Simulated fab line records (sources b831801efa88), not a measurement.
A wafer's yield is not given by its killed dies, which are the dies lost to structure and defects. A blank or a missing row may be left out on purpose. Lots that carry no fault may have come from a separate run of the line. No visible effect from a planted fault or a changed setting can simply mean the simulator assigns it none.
Which of the tools did it? / flow gf180mcu / 21 wafers sampled from 7 lots at 1 step of a route of 602

## WHAT EACH GAUGE READ, for each wafer
GF_V2_THK_MEAS_01.
lot=L821; measured=day 19 11:12; on=filmMetro-03; V2_CVD_00_THK (nm)=606 600 596
lot=L823; measured=day 20 08:17; on=filmMetro-03; V2_CVD_00_THK (nm)=608 615 603
lot=L825; measured=day 21 04:45; on=filmMetro-02; V2_CVD_00_THK (nm)=602 590 600
lot=L836; measured=day 25 07:40; on=filmMetro-04; V2_CVD_00_THK (nm)=592 596 603
lot=L838; measured=day 25 15:06; on=filmMetro-04; V2_CVD_00_THK (nm)=591 589 589
lot=L840; measured=day 26 09:54; on=filmMetro-03; V2_CVD_00_THK (nm)=598 607 603
lot=L842; measured=day 26 22:56; on=filmMetro-04; V2_CVD_00_THK (nm)=602 604 598

## EACH LOT AND THE TOOL THAT RAN IT (in order: tool; ch and the chambers of the sampled wafers; start)
The record shows no process step preceding these readings.

## THE ANSWER, worked out from the rows above alone
Rule: the lots themselves supply what counts as usual. The widest of any qualifying gaps counts: lots, ordered by their means at a reading, are off when they make up no more than a third of the lots, leave a main group of 4 or more, and stand apart from it by 3 or more times the standard deviation of that group's means. If all means in a main group match to the digits the tables above print for the reading, that group is not used. Also off: a lot with no number at a reading for which 4 or more lots have one. All remaining lots with rows at the step are treated as sound.
Across all readings shown, no lot is off: no conclusion can be drawn from this.

## WHAT THE SIMULATOR HAD PUT IN
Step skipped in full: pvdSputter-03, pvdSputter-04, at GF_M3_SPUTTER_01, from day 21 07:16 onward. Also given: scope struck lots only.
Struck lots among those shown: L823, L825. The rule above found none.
